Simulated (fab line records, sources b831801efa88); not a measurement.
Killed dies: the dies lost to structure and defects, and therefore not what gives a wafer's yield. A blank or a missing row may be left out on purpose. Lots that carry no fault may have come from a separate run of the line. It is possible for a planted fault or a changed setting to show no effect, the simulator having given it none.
A struck lot beside a sound one + flow sky130 + 26 steps out of a route of 708
Sound: the wafers L935.3, L935.4, L935.5. Struck: wafer L940.2 (L940.4, L940.5, from the same lot, were not struck and are left out); the cause is given at the end.
Order at every step that has rows: each side's tool, ch and its chambers, its first start. Under that, the readings that differ: sound wafers + struck wafers + difference of the means + sigmas: that difference in standard deviations of wafers without a fault.
alike: readings with means less than 2 such deviations apart, plus words and numbers identical on both sides. not compared: withheld readings, readings lacking a value on some wafer, bounds such as >300 that could conceal the same value, and numbers that have no deviation in the record and whose values overlap.
Wherever a step has rows on one side only, a row that says differs or no value, or a row with sigmas, the two part there. Numbers that have no deviation but don't overlap get no sigmas and don't part them. A reading missing from all wafers of one side parts the sides only when that side holds two or more wafers.

first, 8 steps without rows for these wafers: SKY_FIELD_ISO_DEHYDRATE_05 (time 60 s); SKY_FIELD_ISO_HMDS_06 (prime time 60 s); SKY_FIELD_ISO_COAT_07 (resist thk 60 nm); SKY_FIELD_ISO_COAT_08 (resist thk 450 nm); SKY_FIELD_ISO_SOFTBAKE_09 (time 90 s); SKY_FIELD_ISO_EXPOSE_10 (exposes mask FOM, target cd 150 nm); SKY_FIELD_ISO_PEB_11; SKY_FIELD_ISO_DEVELOP_12 (develop time 60 s).
SKY_FIELD_ISO_CD_MEAS_13: target cd 150 nm.
  sound: cdSem-01 at day 3 00:53; struck: cdSem-01 at day 4 04:38
| reading   | sound             | struck | difference | sigmas |
|-----------|-------------------|--------|------------|--------|
| cdNm (nm) | 150.5 149.1 149.5 | 146.9  | -2.8       | -2     |
SKY_FIELD_ISO_ETCH_14: etches BARC in N2/H2, stops on SiO2, time 45.9 s, target depth 60 nm.
  sound on rieDiel-04 ch 0,3, day 3 00:58; struck on rieDiel-01 ch 0, day 4 04:44
  alike: drypumpMotorCurrentA, oesProductAu, throttleValvePct
  not compared: rfHoursCounterH
SKY_FIELD_ISO_ETCH_15: etches the open film in CHF3/O2, stops on Si, target depth 180 nm, time 72 s.
  sound on rieDiel-04 ch 0,3, day 3 01:00; struck on rieDiel-01 ch 0, day 4 04:46
  alike: drypumpMotorCurrentA, oesProductAu, throttleValvePct
  not compared: rfHoursCounterH
SKY_FIELD_ISO_STRIP_16: strips in O2/N2.
  sound on plasmaAsher-04 ch 0,1, day 3 01:05; struck on plasmaAsher-03 ch 1, day 4 04:50
| reading             | sound | struck | difference                   | sigmas |
|---------------------|-------|--------|------------------------------|--------|
| rfHoursCounterH (h) | - - - | 39     | no value on the sound wafers |        |
  alike: drypumpMotorCurrentA, oesProductAu, stripTimeToEndpointS
SKY_FIELD_ISO_ETCH_17: etches Si in HBr/Cl2/O2, target depth 342 nm, time 97.7 s.
  sound on rieSi-01 ch 0,2,3, day 3 01:10; struck on rieSi-02 ch 3, day 4 04:56
| reading                                    | sound                | struck | difference | sigmas |
|--------------------------------------------|----------------------|--------|------------|--------|
| oesProductAu (a.u.)                        | 0.992 0.984 1.003    | 0.769  | -0.224     | -24    |
| throttleValvePct (%)                       | 25.674 25.662 25.657 | 25.802 | +0.138     | +11    |
| model.etch.depthNm (nm)                    | 338.4 339.4 342.7    | 222.4  | -117.8     |        |
| model.FIELD_ISO.featureDepthNm (nm)        | 338.4 339.4 342.7    | 222.4  | -117.8     |        |
| model.Si3N4_of_FIELD_ISO_CVD_03.thkNm (nm) | 151.8 151.5 152      | 156.1  | +4.3       |        |
  alike: drypumpMotorCurrentA
  not compared: rfHoursCounterH
then, 5 steps without rows for these wafers: SKY_FIELD_ISO_WET_ETCH_18 (etches Si3N4 in H3PO4, target depth 25 nm, time 286 s); SKY_FIELD_ISO_CLEAN_19 (cleans in SC1/SC2, time 150 s); SKY_FIELD_ISO_CLEAN_20 (cleans in dHF, time 20 s); SKY_FIELD_ISO_WET_ETCH_21 (etches SiO2 in dHF, target depth 20 nm, time 400 s); SKY_FIELD_ISO_OXIDATION_22 (stabilise 600 s, purge 300 s, target thk 10 nm).
SKY_FIELD_ISO_THK_MEAS_23:
  sound: filmMetro-02 at day 3 02:42; struck: filmMetro-02 at day 4 07:31
  alike: FIELD_ISO_OXIDATION_01_THK
then, 1 step without rows for these wafers: SKY_FIELD_ISO_CVD_24 (deposits SiO2, target thk 595 nm, time 99.2 s).
SKY_FIELD_ISO_THK_MEAS_25:
  sound: filmMetro-04 at day 3 02:50; struck: filmMetro-04 at day 4 07:40
  alike: FIELD_ISO_CVD_24_THK
then, 1 step without rows for these wafers: SKY_FIELD_ISO_ANNEAL_26 (time 1800 s).
SKY_FIELD_ISO_CMP_27: polishes, stops on Si3N4, t overpolish 16 s, target thk 457.8 nm.
  sound on cmp-02 ch 0,1,2, day 3 04:25; struck on cmp-01 ch 2, day 4 09:34
| reading         | sound             | struck | difference | sigmas |
|-----------------|-------------------|--------|------------|--------|
| platenRpm (rpm) | 59.95 59.94 60.04 | 60.07  | +0.09      | +2     |
  alike: motorCurrentA, overpolishRunS, retainingRingPressureFrac, timeToEndpointS
SKY_FIELD_ISO_WET_ETCH_28: etches SiO2 in dHF, target depth 23.7 nm, time 47 s.
  sound on wetBench-02 ch 1, day 3 04:40; struck on wetBench-03 ch 2, day 4 09:49
| reading                                    | sound           | struck | difference | sigmas |
|--------------------------------------------|-----------------|--------|------------|--------|
| model.Si3N4_of_FIELD_ISO_CVD_03.thkNm (nm) | 120.8 120.5 121 | 125    | +4         |        |
then, 1 step without rows for these wafers: SKY_FIELD_ISO_WET_ETCH_29 (etches Si3N4 in H3PO4, target depth 160 nm, time 1825 s).
-- a jump in the record: the struck wafers' starts before and after are 43 days apart (it breaks off in module FIELD_ISO and resumes in module PAD_OPEN, where the first step shown is number 708 of the route) --
SKY_PAD_OPEN_PROBE_99:
  sound: prober-02 at day 46 10:38; struck: prober-01 at day 47 19:37
| reading                               | sound                         | struck    | difference | sigmas |
|---------------------------------------|-------------------------------|-----------|------------|--------|
| model.etest.pfet_16v.rOnOhmUm         | 1.473e+04 1.472e+04 1.492e+04 | 1.241e+04 | -2.380e+03 |        |
| model.etest.res_p_drift_20v.lineOhmUm | 1.146e+04 1.141e+04 1.16e+04  | 7866      | -3624      |        |
| model.etest.res_p_drift_20v.rsOhmSq   | 9530 9431 9697                | 6595      | -2958      |        |
| model.etest.resIsoPwell.rsOhmSq       | 2713 2716 2772                | 1885      | -849       |        |
| model.etest.nfet_16v.rOnOhmUm         | 1.421e+04 1.416e+04 1.416e+04 | 1.32e+04  | -9.77e+02  |        |
| model.etest.resIsoPwell.lineOhmUm     | 1031 1006 1035                | 704.4     | -319.6     |        |
| model.etest.resNwell.lineOhmUm        | 1061 1055 1068                | 886.9     | -174.4     |        |
| model.etest.resNwell.rsOhmSq          | 877.8 882.8 893.3             | 727.2     | -157.4     |        |
  alike: killed_at_M0_to_M3, killed_at_M4_up, killedAtContacts, killedAtFrontEnd, killedAtOther, killedDies, killedOpen, killedShort

WHERE THEY PART
First at SKY_FIELD_ISO_CD_MEAS_13; last, within this record, at SKY_FIELD_ISO_CMP_27. Later steps at which nothing parts them and some readings are alike: SKY_PAD_OPEN_PROBE_99.

WHY: what the simulator had put in
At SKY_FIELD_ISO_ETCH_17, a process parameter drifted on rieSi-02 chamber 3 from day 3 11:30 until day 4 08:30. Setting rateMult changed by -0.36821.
